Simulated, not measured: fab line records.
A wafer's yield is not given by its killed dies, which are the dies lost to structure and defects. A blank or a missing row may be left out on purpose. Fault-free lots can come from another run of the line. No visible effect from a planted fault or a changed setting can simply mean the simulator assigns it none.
fab line records    flow sky130
[record] lots = 12  wafers = 36  lastDay = 50
route steps=708 shown LI_CONTACT@385 LOCAL_INTERCONNECT@393 CONTACT@406 PAD_OPEN@708
lots that met no fault: taken from a fault-free run of the same line
startH: start of the lot's first displayed wafer, in hours after the record's first day    waitH: how many hours have passed since the lot's step before this one    " the same as in the row above    L1.1+2: a single row standing in for several wafers    - no value, or no start given    * or withheld: withheld    < > ~ a bound
route shown NAME@n: names a module that has steps shown in the file, with the first one's number in the route    usual: mean/standard deviation taken from wafers without a fault    same: alike in all rows    chamber/n: place in a boat    sites: readings site by site    _std_site: the values' standard deviation    _edge_site: inner sites' mean taken away from outer sites' mean    radiusMm: for every site, how far away it sits from the centre of the wafer    mask NAME#n: copy n    behind: tool/chamber where the wafer was last shaped    hold: why the lot went on hold/how many hours it stayed there/how the hold came to an end    device: transistor that didn't switch, given as n, p or np    end of line: the tests these same wafers got at the end of their route    a step with no rows: only its recipe    killed: count of dies lost to structure and defects at first sort (not the wafer's yield)    map: a wafer's dies, marking killed ones x, the rest . and places with no die _
set.NAME: the setting as run; set.NAME@STEP: as run at that earlier step    model.NAME: the simulator's own value behind a step, which no gauge read
route steps across a sampled set of lots; one table per step, one row per wafer
services: when a tool's chamber went out of use (startH, in hours from the record's first day, below 0 if earlier), for how many hours, and the reason
[[steps]]
[step SKY_LI_CONTACT_THK_MEAS_23]
[recipe] thkMeasGauge = xrf  reads = W_of_LI_CONTACT_CVD_21
[usual] LI_CONTACT_W_THK = 396/5.3
lot.wafer  tool          chamber  startH  waitH  LI_CONTACT_W_THK[nm]
L213.1     filmMetro-04  -        672.62  0.1    389
L213.5     "             -        "       "      386
L213.6     "             -        "       "      386
L215.1     filmMetro-01  -        694.54  0.1    396
L215.2     "             -        "       "      396
L215.4     "             -        "       "      393
L218.2     filmMetro-01  -        719.00  0.1    399
L218.4     "             -        "       "      392
L218.5     "             -        "       "      396
L222.4     filmMetro-04  -        750.22  0.1    401
L222.5     "             -        "       "      399
L222.6     "             -        "       "      406
L223.3     filmMetro-04  -        755.60  0.1    390
L223.5     "             -        "       "      396
L223.6     "             -        "       "      386
L224.1     filmMetro-03  -        756.70  0.1    395
L224.3     "             -        "       "      395
L224.5     "             -        "       "      395
L225.2     filmMetro-03  -        773.77  0.1    395
L225.3     "             -        "       "      391
L225.6     "             -        "       "      399
L228.2     filmMetro-04  -        834.18  0.1    390
L228.3     "             -        "       "      396
L228.5     "             -        "       "      398
L232.1     filmMetro-01  -        838.91  0.1    405
L232.2     "             -        "       "      396
L232.3     "             -        "       "      398
L234.2     filmMetro-03  -        840.92  0.1    400
L234.3     "             -        "       "      398
L234.5     "             -        "       "      395
L233.2     filmMetro-04  -        842.03  0.1    388
L233.4     "             -        "       "      399
L233.6     "             -        "       "      395
L236.2     filmMetro-01  -        855.98  0.1    392
L236.5     "             -        "       "      396
L236.6     "             -        "       "      397
[step SKY_LI_CONTACT_CMP_24]
[recipe] stopOn = PSG  tOverpolishS = 20  downForcePsi = 3.5  platenRpm = 60  targetThkNm = 0  padVelocityMS = 0.94248
[usual] motorCurrentA = 11.1/0.89  overpolishRunS = 20.000/0.0091  timeToEndpointS = 95/5.2
lot.wafer  tool    chamber  startH  waitH  motorCurrentA  overpolishRunS  timeToEndpointS
L213.1     cmp-02  1        672.68  0.1    11.3           19.987          96
L213.6     "       1        "       "      11.5           20.007          95
L213.5     "       2        "       "      9.9            19.986          84
L215.4     cmp-01  3        694.65  0.1    10.3           19.992          82
L215.2     "       0        "       "      9.4            20.000          100
L215.1     "       1        "       "      10.7           20.017          92
L218.4     cmp-01  3        719.05  0.0    10.9           19.984          82
L218.2     "       2        "       "      12.5           20.004          95
L218.5     "       0        "       "      9.2            20.000          98
L222.4     cmp-01  3        750.35  0.1    10.8           20.007          89
L222.6     "       1        "       "      11.0           20.002          104
L222.5     "       2        "       "      11.4           19.986          101
L223.3     cmp-02  3        755.64  0.0    11.8           20.003          96
L223.5     "       3        "       "      11.7           19.983          95
L223.6     "       0        "       "      11.5           19.981          97
L224.1     cmp-01  0        756.86  0.1    9.7            19.997          100
L224.3     "       1        "       "      10.7           20.005          97
L224.5     "       3        "       "      10.4           19.990          89
L225.3     cmp-02  3        773.82  0.0    12.1           19.997          95
L225.2     "       1        "       "      12.0           19.997          98
L225.6     "       3        "       "      11.9           19.991          97
L228.2     cmp-02  1        834.23  0.0    10.9           19.997          101
L228.3     "       3        "       "      12.1           20.013          101
L228.5     "       1        "       "      11.3           19.998          106
L232.3     cmp-02  3        839.02  0.1    12.1           19.990          95
L232.2     "       0        "       "      11.7           19.994          96
L232.1     "       1        "       "      11.4           20.001          102
L234.2     cmp-01  1        840.97  0.0    11.7           20.007          91
L234.3     "       3        "       "      10.7           19.991          86
L234.5     "       1        "       "      11.4           19.994          97
L233.4     cmp-01  3        842.55  0.5    10.9           19.991          88
L233.2     "       0        "       "      9.5            20.001          99
L233.6     "       2        "       "      11.7           19.997          98
L236.2     cmp-02  1        856.03  0.0    12.1           20.004          98
L236.5     "       1        "       "      11.7           19.997          103
L236.6     "       2        "       "      10.0           19.994          91
[step SKY_LOCAL_INTERCONNECT_COAT_06]
[recipe] resist = KrF-thick  spinRpm = 3000  resistThkNm = 450
[usual] spinSpeedRpm = 3000.2/1.9
lot.wafer  tool           chamber  startH  waitH  spinSpeedRpm
L213.1     lithoTrack-04  0        687     -      2998.2
L213.5     "              0        "       "      3002.0
L213.6     "              0        "       "      2998.5
L215.1     lithoTrack-03  0        707     -      2998.0
L215.2     "              0        "       "      2997.2
L215.4     "              0        "       "      3000.2
L218.2     lithoTrack-04  0        731     -      3001.8
L218.4     "              0        "       "      3000.9
L218.5     "              0        "       "      2999.3
L222.4     lithoTrack-03  0        763     -      3197.5
L222.5     "              0        "       "      3197.5
L222.6     "              0        "       "      3196.2
L223.3     lithoTrack-02  0        768     -      2999.7
L223.5     "              0        "       "      3003.9
L223.6     "              0        "       "      2999.3
L224.1     lithoTrack-03  0        770     -      3196.4
L224.3     "              0        "       "      3196.1
L224.5     "              0        "       "      3195.3
L225.2     lithoTrack-03  0        786     -      3196.4
L225.3     "              0        787     -      3196.9
L225.6     "              0        "       "      3195.2
L228.2     lithoTrack-02  0        845     -      2998.9
L228.3     "              0        846     -      3001.6
L228.5     "              0        "       "      3002.0
L232.1     lithoTrack-04  0        852     -      3000.2
L232.2     "              0        "       "      3003.0
L232.3     "              0        "       "      3000.1
L234.2     lithoTrack-02  0        854     -      3000.7
L234.3     "              0        "       "      2997.8
L234.5     "              0        "       "      2999.9
L233.2     lithoTrack-03  0        856     -      3000.8
L233.4     "              0        "       "      3001.4
L233.6     "              0        "       "      3002.7
L236.2     lithoTrack-02  0        868     -      3000.6
L236.5     "              0        "       "      3000.2
L236.6     "              0        "       "      3002.2
[step SKY_LOCAL_INTERCONNECT_STRIP_15]
[recipe] chemistry = O2/N2  powerW = 1400  pressureMtorr = 1500  platenTempC = withheld  o2FlowSccm = 3000  n2FlowSccm = 300  overashFraction = 0.5
[usual] drypumpMotorCurrentA = 5.5/0.38  oesProductAu = 0.426/0.0043  stripTimeToEndpointS = 4.708/0.022
[same] overashFraction = 0.5
lot.wafer  tool            chamber  startH  waitH  drypumpMotorCurrentA  oesProductAu  rfHoursCounterH  stripTimeToEndpointS
L213.1     plasmaAsher-02  1        700.93  0.0    5.6                   0.429         87               4.707
L213.5     "               1        "       "      5.5                   0.421         -                4.715
L213.6     "               0        "       "      5.9                   0.426         -                4.709
L215.1     plasmaAsher-03  0        722.77  0.0    4.8                   0.419         104              4.708
L215.2     "               1        "       "      5.9                   0.430         104              4.715
L215.4     "               0        "       "      4.8                   0.430         -                4.723
L218.2     plasmaAsher-02  0        747.07  0.0    5.8                   0.428         92               4.710
L218.4     "               1        "       "      5.6                   0.428         -                4.712
L218.5     "               1        "       "      5.6                   0.414         -                4.694
L222.4     plasmaAsher-03  0        777.32  0.1    4.8                   0.418         -                4.558
L222.5     "               0        "       "      4.8                   0.418         -                4.567
L222.6     "               1        "       "      5.8                   0.418         -                4.537
L223.3     plasmaAsher-04  0        782.70  0.1    5.6                   0.424         -                4.709
L223.5     "               1        "       "      5.4                   0.427         -                4.718
L223.6     "               0        "       "      5.6                   0.434         -                4.698
L224.1     plasmaAsher-02  0        783.83  0.0    5.9                   0.427         97               4.581
L224.3     "               0        "       "      5.9                   0.420         -                4.596
L224.5     "               1        "       "      5.5                   0.423         -                4.582
L225.2     plasmaAsher-03  1        801.22  0.0    5.8                   0.421         6                4.540
L225.3     "               1        "       "      5.8                   0.422         -                4.551
L225.6     "               0        "       "      4.8                   0.415         -                4.529
L228.2     plasmaAsher-02  0        860.48  0.0    5.9                   0.431         104              4.731
L228.3     "               1        "       "      5.6                   0.426         -                4.666
L228.5     "               1        "       "      5.6                   0.428         -                4.743
L232.1     plasmaAsher-03  0        866.09  0.1    4.8                   0.428         13               4.692
L232.2     "               1        "       "      5.8                   0.422         13               4.688
L232.3     "               0        "       "      4.9                   0.422         -                4.681
L234.2     plasmaAsher-03  0        867.72  0.0    4.8                   0.428         13               4.698
L234.3     "               0        "       "      4.8                   0.428         -                4.679
L234.5     "               0        "       "      4.8                   0.426         -                4.691
L233.2     plasmaAsher-03  1        869.74  0.1    5.9                   0.429         13               4.725
L233.4     "               1        "       "      5.9                   0.430         -                4.734
L233.6     "               0        "       "      4.9                   0.427         -                4.719
L236.2     plasmaAsher-02  1        881.32  0.0    5.5                   0.427         107              4.677
L236.5     "               1        "       "      5.5                   0.427         -                4.681
L236.6     "               0        "       "      5.9                   0.429         -                4.699
[step SKY_CONTACT_CVD_00]
[recipe] material = Si3N4  targetThkNm = 75  tempC = 400  timeS = withheld  rfW = 450
[usual] heaterPowerW = 680/100
lot.wafer  tool      chamber  startH  waitH  heaterPowerW
L213.1     pecvd-01  1        701.56  0.0    685
L213.5     "         1        "       "      687
L213.6     "         2        "       "      749
L215.1     pecvd-03  2        723.46  0.0    604
L215.2     "         0        "       "      657
L215.4     "         0        "       "      650
L218.2     pecvd-01  2        747.70  0.0    755
L218.4     "         2        "       "      759
L218.5     "         0        "       "      588
L222.4     pecvd-04  0        777.89  0.0    760
L222.5     "         2        "       "      614
L222.6     "         1        "       "      791
L223.3     pecvd-01  2        783.26  0.0    791
L223.5     "         2        "       "      816
L223.6     "         0        "       "      600
L224.1     pecvd-03  2        784.43  0.0    543
L224.3     "         0        "       "      639
L224.5     "         1        "       "      969
L225.2     pecvd-04  1        801.81  0.0    718
L225.3     "         0        "       "      624
L225.6     "         2        "       "      637
L228.2     pecvd-04  2        861.08  0.0    626
L228.3     "         0        "       "      763
L228.5     "         1        "       "      799
L232.1     pecvd-01  1        866.68  0.0    628
L232.2     "         0        "       "      656
L232.3     "         2        "       "      787
L234.2     pecvd-01  1        868.32  0.0    606
L234.3     "         0        "       "      555
L234.5     "         2        "       "      737
L233.2     pecvd-04  1        870.33  0.0    827
L233.4     "         2        "       "      692
L233.6     "         1        "       "      821
L236.2     pecvd-04  0        881.91  0.0    660
L236.5     "         1        "       "      735
L236.6     "         0        "       "      672
[step SKY_PAD_OPEN_PROBE_99]
[usual] killed_at_M0_to_M3 = 42/6.3  killed_at_M4_up = 3.2/1.9  killedAtContacts = 24/5.8  killedAtFrontEnd = 15/4.3  killedAtOther = 0.2/0.62  killedDies = 85/9.3  killedOpen = 46/6.8  killedShort = 38/6.1
[same] grossDies = 492  killedAtBackSide = 0
lot.wafer  tool       chamber  startH   waitH  killed_at_M0_to_M3  killed_at_M4_up  killedAtContacts  killedAtFrontEnd  killedAtOther  killedDies  killedOpen  killedShort
L225.2     prober-02  -        1139.49  0.1    33                  2                23                12                1              71          34          34
L225.3     prober-02  -        1139.54  0.2    32                  2                18                21                0              73          43          30
L225.6     prober-02  -        1139.69  0.2    42                  1                28                12                1              84          44          37
// killed by level:class
L225.2 VIA1:geometricParticle:open=10 CONTACT:geometricParticle:open=7 LI_CONTACT:geometricParticle:open=6 CONTACT:geometricParticle:short=5 METAL1:geometricParticle:short=5 POLY_GATE:geometricParticle:short=4 VIA1:geometricParticle:short=4 VIA2:geometricParticle:open=4
L225.3 VIA1:geometricParticle:open=10 FIELD_ISO:geometricParticle:open=8 CONTACT:geometricParticle:open=8 FIELD_ISO:geometricParticle:short=7 VIA3:geometricParticle:open=6 LI_CONTACT:geometricParticle:open=4 METAL1:geometricParticle:short=4 POLY_GATE:geometricParticle:short=3
L225.6 CONTACT:geometricParticle:open=11 LOCAL_INTERCONNECT:geometricParticle:short=8 VIA1:geometricParticle:open=8 VIA3:geometricParticle:short=6 LI_CONTACT:geometricParticle:open=5 METAL1:geometricParticle:short=5 VIA3:geometricParticle:open=5 METAL2:geometricParticle:short=5
[[services]]
tool            chamber  startH  hours  kind
cmp-01          -        659.20  1.2    repair
cmp-01          -        698.70  3.7    pm
cmp-02          -        714.38  2.2    repair
plasmaAsher-04  -        717.00  14.6   pm
pecvd-03        -        718.43  1.3    repair
pecvd-03        1        722.51  3.4    repair
plasmaAsher-03  -        725.31  4.1    repair
plasmaAsher-03  -        733.75  9.0    pm
plasmaAsher-03  0        733.75  9.0    ventCycle
cmp-02          -        743.08  1.0    repair
cmp-01          -        744.00  4.0    pm
plasmaAsher-03  -        783.23  1.3    repair
cmp-01          -        784.00  1.0    repair
cmp-02          -        784.37  0.5    repair
cmp-02          -        791.76  2.2    repair
pecvd-04        -        806.78  38.6   repair
cmp-02          -        812.98  4.3    repair
cmp-01          -        817.42  1.1    repair
pecvd-01        2        826.83  18.0   repair
plasmaAsher-03  -        848.84  0.8    repair
pecvd-01        2        858.37  5.3    repair
plasmaAsher-04  -        859.55  1.1    repair
cmp-01          -        862.20  1.0    repair
pecvd-03        -        879.57  3.4    repair
[[key]]
[firstSign] step = SKY_LOCAL_INTERCONNECT_COAT_06  reading = spinSpeedRpm  direction = up  sigmas = 99+  usual = 3000.2  struck = 3196.4
[effect] step = SKY_LOCAL_INTERCONNECT_STRIP_15  reading = stripTimeToEndpointS  direction = down  sigmas = 6.7  usual = *  struck = *
metAt SKY_LOCAL_INTERCONNECT_COAT_06
struckLots L222,L224,L225
testerLeftOut L222,L224,L225
notActingAt SKY_LI_CONTACT_THK_MEAS_23,SKY_LI_CONTACT_CMP_24,SKY_CONTACT_CVD_00
onsetBetween 707 763
[fault] kind = processParameterDrift  tool = lithoTrack-03  chamber = -  onsetH = 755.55  steps = SKY_LOCAL_INTERCONNECT_COAT_06  channel = spinRpm  offset = 195.47  shape = step  endH = 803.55  actsIn = theseRecipesOnly  stated = 3000
// testerLeftOut: of these lots the tester's yield and bins aren't shown, on N5 and GAA mostly nor the transistor test; their killed dies are dies lost to structure and defects alone, not to doping, threshold or leakage, so they don't give the yield
